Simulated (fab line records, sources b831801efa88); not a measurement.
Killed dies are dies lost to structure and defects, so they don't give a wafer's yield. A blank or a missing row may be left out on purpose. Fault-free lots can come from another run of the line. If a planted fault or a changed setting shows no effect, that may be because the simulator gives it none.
fab line records	flow gf180mcu
record lots=12	wafers=36	lastDay=34
route steps=602 shown STI@1 NWELL@50 POLY_GATE@169
lots untouched by any fault: they come from a run of this same line in which no faults occurred
startH: start of the lot's first displayed wafer, in hours after the record's first day	waitH: time in hours since the lot's previous step	" as in the row above	L1.1+2: several wafers, shown together as one row	- no value, or no start was given	* or withheld: withheld	< > ~ a bound
route shown NAME@n: NAME is a module with steps in the file, n the number in the route of the first one	usual: mean/standard deviation taken from wafers without a fault	same: alike in all rows	chamber/n: place in a boat	sites: each site's reading	_std_site: standard deviation across them	_edge_site: inner sites' mean taken away from outer sites' mean	radiusMm: for every site, how far away it sits from the centre of the wafer	mask NAME#n: copy n	behind: the last tool/chamber to shape the wafer	hold: cause of the lot's hold/its duration in hours/its outcome	device: the transistor (n, p or np) that didn't switch	end of line: tests of these same wafers at the route's end	for a step that has no rows: nothing shown but its recipe	killed: dies lost to structure and defects at the first sort, not the wafer's yield	map: the dies of a wafer, with x for killed, . for not killed, _ for no die there
set.NAME: setting as actually run; set.NAME@STEP: the setting as run at that earlier step	model.NAME: the simulator's own value behind a step, which no gauge read
one table for each step of the route and one row for each wafer, over a sample of lots
services: the hour from which a tool's chamber was out of use, counted from the record's first day as startH (under 0 if before that day), plus the number of hours and why
## steps
# step GF_STI_BOW_MEAS_00
# recipe mode=bow
# usual INCOMING_BOW=0/6.5
lot.wafer	tool	chamber	startH	waitH	INCOMING_BOW[um]
L919.2	filmMetro-02	-	15.02	-	-5
L919.4	"	-	"	"	1
L919.5	"	-	"	"	-4
L922.1	filmMetro-04	-	30.00	-	2
L922.3	"	-	"	"	0
L922.5	"	-	"	"	14
L923.3	filmMetro-03	-	35.04	-	-4
L923.5	"	-	"	"	-9
L923.6	"	-	"	"	-2
L924.2	filmMetro-04	-	40.02	-	1
L924.3	"	-	"	"	-11
L924.6	"	-	"	"	4
L929.1	filmMetro-04	-	65.00	-	-5
L929.4	"	-	"	"	-1
L929.6	"	-	"	"	-5
L930.1	filmMetro-04	-	70.00	-	-1
L930.5	"	-	"	"	-1
L930.6	"	-	"	"	-1
L931.1	filmMetro-02	-	75.00	-	6
L931.2	"	-	"	"	12
L931.3	"	-	"	"	1
L936.3	filmMetro-03	-	100.04	-	0
L936.5	"	-	"	"	9
L936.6	"	-	"	"	-14
L937.1	filmMetro-03	-	105.00	-	5
L937.3	"	-	"	"	2
L937.4	"	-	"	"	7
L938.1	filmMetro-03	-	110.00	-	4
L938.5	"	-	"	"	9
L938.6	"	-	"	"	9
L939.1	filmMetro-02	-	115.00	-	6
L939.3	"	-	"	"	-5
L939.6	"	-	"	"	1
L941.1	filmMetro-02	-	125.00	-	-1
L941.2	"	-	"	"	-9
L941.6	"	-	"	"	-4
# step GF_NWELL_IMPLANT_08
# recipe species=P	energyKev=450	doseCm2=1.5e+13	tiltDeg=0
# same implantIonAmu=31
lot.wafer	tool	chamber	startH	waitH
L919.2+4+5	implanter-03	0	60.65	0.0
L922.1+3+5	implanter-03	0	77.46	0.0
L923.3+5+6	implanter-02	0	83.67	0.1
L924.2+3+6	implanter-02	0	88.95	0.0
L929.1+4+6	implanter-03	0	115.86	0.0
L930.1+5+6	implanter-03	0	120.81	0.0
L931.1+2+3	implanter-03	0	126.71	0.0
L936.3+5+6	implanter-04	0	153.06	0.1
L937.1+3+4	implanter-04	0	159.82	0.0
L938.1+5+6	implanter-04	0	163.97	0.0
L939.1+3+6	implanter-04	0	169.66	0.0
L941.1+2+6	implanter-02	0	183.31	0.0
# step GF_NWELL_STRIP_10
# recipe chemistry=O2/N2	powerW=1400	pressureMtorr=1500	platenTempC=250	o2FlowSccm=3000	n2FlowSccm=300	overashFraction=0.5
# usual chamberPressureMTorr=1500.0/1.3	drypumpMotorCurrentA=5.7/0.42	heaterPowerW=367/35	oesProductAu=0.723/0.0048	stripTimeToEndpointS=36.94/0.084
lot.wafer	tool	chamber	startH	waitH	chamberPressureMTorr	drypumpMotorCurrentA	heaterPowerW	oesProductAu	rfHoursCounterH	stripTimeToEndpointS
L919.2	plasmaAsher-01	0	60.93	0.1	1500.7	5.9	357	0.714	44	36.85
L919.4	"	1	"	"	1500.3	6.2	351	0.725	-	36.91
L919.5	"	1	"	"	1501.0	6.2	356	0.728	-	36.88
L922.1	plasmaAsher-04	0	77.76	0.1	1500.4	5.7	329	0.725	41	37.02
L922.3	"	0	"	"	1498.2	5.7	335	0.718	-	36.93
L922.5	"	0	"	"	1500.1	5.7	331	0.719	-	36.98
L923.3	plasmaAsher-04	1	83.95	0.1	1502.3	5.1	345	0.723	-	36.95
L923.5	"	0	"	"	1500.6	5.7	334	0.733	-	36.96
L923.6	"	1	"	"	1499.9	5.1	344	0.717	-	36.84
L924.2	plasmaAsher-01	0	89.23	0.1	1500.6	6.0	348	0.724	47	36.98
L924.3	"	1	"	"	1500.7	6.2	357	0.718	-	37.05
L924.6	"	0	"	"	1498.9	5.9	357	0.724	-	37.01
L929.1	plasmaAsher-01	0	116.16	0.1	1498.8	5.9	352	0.731	50	36.86
L929.4	"	1	"	"	1501.5	6.2	348	0.713	-	36.93
L929.6	"	1	"	"	1501.6	6.2	349	0.725	-	36.86
L930.1	plasmaAsher-03	1	121.11	0.1	1498.7	5.1	440	0.719	0	36.84
L930.5	"	0	"	"	1500.2	5.7	382	0.719	-	36.94
L930.6	"	1	"	"	1498.9	5.0	426	0.728	-	36.96
L931.1	plasmaAsher-03	1	127.01	0.1	1498.6	5.0	437	0.726	1	36.87
L931.2	"	0	"	"	1500.5	5.7	374	0.730	1	36.90
L931.3	"	0	"	"	1500.5	5.7	380	0.724	-	36.86
L936.3	plasmaAsher-01	1	153.34	0.1	1498.5	6.2	353	0.726	-	36.95
L936.5	"	1	"	"	1500.1	6.2	357	0.716	-	37.02
L936.6	"	0	"	"	1499.5	6.0	353	0.729	-	36.94
L937.1	plasmaAsher-01	0	160.12	0.1	1498.3	5.9	355	0.716	55	36.87
L937.3	"	1	"	"	1499.4	6.2	349	0.719	-	36.89
L937.4	"	0	"	"	1500.4	5.9	352	0.719	-	36.90
L938.1	plasmaAsher-03	1	164.27	0.1	1500.7	5.0	444	0.721	5	36.96
L938.5	"	0	"	"	1499.9	5.7	387	0.725	-	37.04
L938.6	"	1	"	"	1500.6	5.1	445	0.720	-	37.01
L939.1	plasmaAsher-04	1	169.96	0.1	1500.1	5.1	349	0.720	51	36.89
L939.3	"	0	"	"	1503.0	5.7	340	0.729	-	36.95
L939.6	"	0	"	"	1498.8	5.7	330	0.723	-	37.02
L941.1	plasmaAsher-01	1	183.61	0.1	1499.9	6.2	346	0.716	57	37.05
L941.2	"	0	"	"	1499.6	5.9	355	0.724	57	36.91
L941.6	"	1	"	"	1499.3	6.2	364	0.727	-	36.98
# step GF_NWELL_TW_MEAS_11
# usual NWELL_TW=1573/14
lot.wafer	tool	chamber	startH	waitH	NWELL_TW
L919.2	filmMetro-03	-	61.04	0.1	1582
L919.4	"	-	"	"	1581
L919.5	"	-	"	"	1584
L922.1	filmMetro-02	-	77.86	0.1	1578
L922.3	"	-	"	"	1584
L922.5	"	-	"	"	1581
L923.3	filmMetro-03	-	84.04	0.1	1591
L923.5	"	-	"	"	1599
L923.6	"	-	"	"	1589
L924.2	filmMetro-02	-	89.34	0.1	1574
L924.3	"	-	"	"	1577
L924.6	"	-	"	"	1573
L929.1	filmMetro-01	-	116.26	0.1	1430
L929.4	"	-	"	"	1439
L929.6	"	-	"	"	1435
L930.1	filmMetro-02	-	121.21	0.1	1450
L930.5	"	-	"	"	1442
L930.6	"	-	"	"	1440
L931.1	filmMetro-03	-	127.11	0.1	1451
L931.2	"	-	"	"	1455
L931.3	"	-	"	"	1455
L936.3	filmMetro-01	-	153.43	0.1	1565
L936.5	"	-	"	"	1559
L936.6	"	-	"	"	1559
L937.1	filmMetro-01	-	160.22	0.1	1567
L937.3	"	-	"	"	1566
L937.4	"	-	"	"	1568
L938.1	filmMetro-02	-	164.37	0.1	1583
L938.5	"	-	"	"	1584
L938.6	"	-	"	"	1589
L939.1	filmMetro-01	-	170.06	0.1	1563
L939.3	"	-	"	"	1558
L939.6	"	-	"	"	1561
L941.1	filmMetro-02	-	183.71	0.1	1583
L941.2	"	-	"	"	1577
L941.6	"	-	"	"	1577
# step GF_VT_IMPLANT_RS_MEAS_47
# recipe thkMeasGauge=four-point-probe
# usual NWELL_RS=488.0/1.3
lot.wafer	tool	chamber	startH	waitH	NWELL_RS[ohm/sq]
L919.2	filmMetro-01	-	163.96	0.1	488.9
L919.4	"	-	"	"	489.8
L919.5	"	-	"	"	490.5
L922.1	filmMetro-01	-	184.19	0.1	489.2
L922.3	"	-	"	"	488.5
L922.5	"	-	"	"	490.6
L923.3	filmMetro-03	-	190.79	0.1	489.1
L923.5	"	-	"	"	488.6
L923.6	"	-	"	"	487.1
L924.2	filmMetro-02	-	197.31	0.1	486.4
L924.3	"	-	"	"	488.6
L924.6	"	-	"	"	489.2
L929.1	filmMetro-03	-	231.50	0.1	580.6
L929.4	"	-	"	"	578.2
L929.6	"	-	"	"	577.4
L930.1	filmMetro-02	-	238.65	0.1	578.0
L930.5	"	-	"	"	578.2
L930.6	"	-	"	"	578.8
L931.1	filmMetro-03	-	244.84	0.1	578.4
L931.2	"	-	"	"	580.5
L931.3	"	-	"	"	579.3
L936.3	filmMetro-03	-	277.75	0.1	487.9
L936.5	"	-	"	"	488.6
L936.6	"	-	"	"	486.2
L937.1	filmMetro-03	-	286.14	0.1	486.3
L937.3	"	-	"	"	488.0
L937.4	"	-	"	"	486.4
L938.1	filmMetro-02	-	291.95	0.1	488.9
L938.5	"	-	"	"	489.0
L938.6	"	-	"	"	486.8
L939.1	filmMetro-02	-	299.05	0.1	488.9
L939.3	"	-	"	"	487.0
L939.6	"	-	"	"	486.6
L941.1	filmMetro-01	-	315.45	0.1	485.5
L941.2	"	-	"	"	486.7
L941.6	"	-	"	"	486.3
# step GF_POLY_GATE_ETCH_12
# recipe chemistry=N2/H2	targetDepthA=withheld	overetchA=withheld	timeS=withheld	target=BARC	ionEnergyEv=200	sourceW=500	biasW=100	pressureMtorr=30	n2FlowSccm=100	h2FlowSccm=200
# usual chamberPressureMTorr=29.997/0.027	drypumpMotorCurrentA=5.8/0.47	oesProductAu=0.735/0.0049	throttleValvePct=13.213/0.01
lot.wafer	tool	chamber	startH	waitH	chamberPressureMTorr	drypumpMotorCurrentA	oesProductAu	throttleValvePct
L919.2	rieDiel-01	3	203.08	0.0	29.997	5.8	0.744	13.217
L919.4	"	1	"	"	30.044	6.8	0.733	13.215
L919.5	"	1	"	"	29.958	6.8	0.735	13.233
L922.1	rieDiel-02	3	225.12	0.0	30.003	5.9	0.744	13.214
L922.3	"	1	"	"	29.942	5.4	0.741	13.224
L922.5	"	2	"	"	30.019	6.0	0.745	13.228
L923.3	rieDiel-02	0	231.48	0.0	30.000	5.9	0.735	13.236
L923.5	"	2	"	"	29.987	5.9	0.745	13.226
L923.6	"	1	"	"	30.019	5.4	0.732	13.213
L924.2	rieDiel-01	0	238.13	0.0	29.962	4.9	0.737	13.224
L924.3	"	1	"	"	30.000	6.8	0.736	13.211
L924.6	"	1	"	"	29.976	6.7	0.731	13.214
L929.1	rieDiel-02	2	274.82	0.0	30.003	6.0	0.739	13.233
L929.4	"	2	"	"	29.995	6.0	0.739	13.213
L929.6	"	1	"	"	30.006	5.4	0.742	13.197
L930.1	rieDiel-03	0	282.08	0.0	30.014	6.0	0.729	13.214
L930.5	"	0	"	"	30.027	5.9	0.732	13.203
L930.6	"	3	"	"	30.041	5.5	0.742	13.232
L931.1	rieDiel-02	0	290.73	0.0	30.033	5.9	0.731	13.220
L931.2	"	3	"	"	29.964	5.9	0.731	13.212
L931.3	"	1	"	"	29.927	5.4	0.727	13.224
L936.3	rieDiel-03	2	324.33	0.0	29.950	5.6	0.735	13.201
L936.5	"	0	"	"	29.998	6.0	0.730	13.218
L936.6	"	1	"	"	29.942	5.1	0.735	13.209
L937.1	rieDiel-02	0	333.28	0.0	29.972	5.9	0.736	13.213
L937.3	"	1	"	"	29.983	5.4	0.735	13.228
L937.4	"	2	"	"	30.048	5.9	0.739	13.196
L938.1	rieDiel-01	1	338.27	0.0	29.981	6.8	0.739	13.203
L938.5	"	0	"	"	30.009	4.9	0.743	13.212
L938.6	"	1	"	"	30.004	6.7	0.733	13.217
L939.1	rieDiel-01	2	346.41	0.0	29.964	6.3	0.737	13.200
L939.3	"	0	"	"	29.969	4.9	0.740	13.188
L939.6	"	3	"	"	29.977	5.8	0.743	13.208
L941.1	rieDiel-03	1	365.28	0.0	29.973	5.1	0.730	13.213
L941.2	"	2	"	"	30.019	5.6	0.737	13.213
L941.6	"	0	"	"	29.965	5.9	0.732	13.214
## services
tool	chamber	startH	hours	kind
implanter-04	-	39.55	3.9	repair
rieDiel-02	0	45.31	3.9	repair
implanter-04	-	126.27	4.3	pm
implanter-04	-	151.54	1.3	repair
implanter-04	-	165.41	1.1	repair
rieDiel-02	-	187.58	1.8	repair
plasmaAsher-01	-	192.20	2.6	repair
implanter-03	-	199.03	6.1	pm
rieDiel-02	3	209.27	6.3	repair
implanter-03	-	211.42	3.4	repair
plasmaAsher-01	-	211.59	3.9	repair
plasmaAsher-01	-	215.85	3.8	repair
implanter-04	-	247.68	1.2	repair
rieDiel-01	0	252.82	1.7	repair
plasmaAsher-01	-	262.77	2.8	pm
rieDiel-01	-	268.59	2.5	repair
implanter-04	-	278.90	3.2	repair
implanter-03	-	293.33	1.7	repair
rieDiel-01	2	301.78	19.7	repair
plasmaAsher-01	-	308.91	0.6	repair
rieDiel-02	-	327.13	1.2	repair
rieDiel-01	1	353.24	7.2	repair
rieDiel-02	2	362.69	3.4	repair
plasmaAsher-01	-	363.94	2.2	repair
## key
firstSign step=GF_NWELL_TW_MEAS_11	reading=NWELL_TW	direction=down	sigmas=9.3	usual=1573	struck=1444
effect step=GF_VT_IMPLANT_RS_MEAS_47	reading=NWELL_RS	direction=up	sigmas=72	usual=488.0	struck=578.8
metAt GF_NWELL_IMPLANT_08
struckLots L929,L930,L931
testerLeftOut L929,L930,L931
notActingAt GF_STI_BOW_MEAS_00,GF_NWELL_STRIP_10,GF_POLY_GATE_ETCH_12
onsetBetween 77.46 115.86
fault kind=processParameterDrift	tool=implanter-03	chamber=-	onsetH=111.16	steps=GF_NWELL_IMPLANT_08	channel=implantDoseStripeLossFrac	offset=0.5	shape=step	endH=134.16
# testerLeftOut: of these lots the tester's yield and bins aren't shown, on N5 and GAA mostly nor the transistor test; their killed dies are dies lost to structure and defects alone, not to doping, threshold or leakage, so they don't give the yield
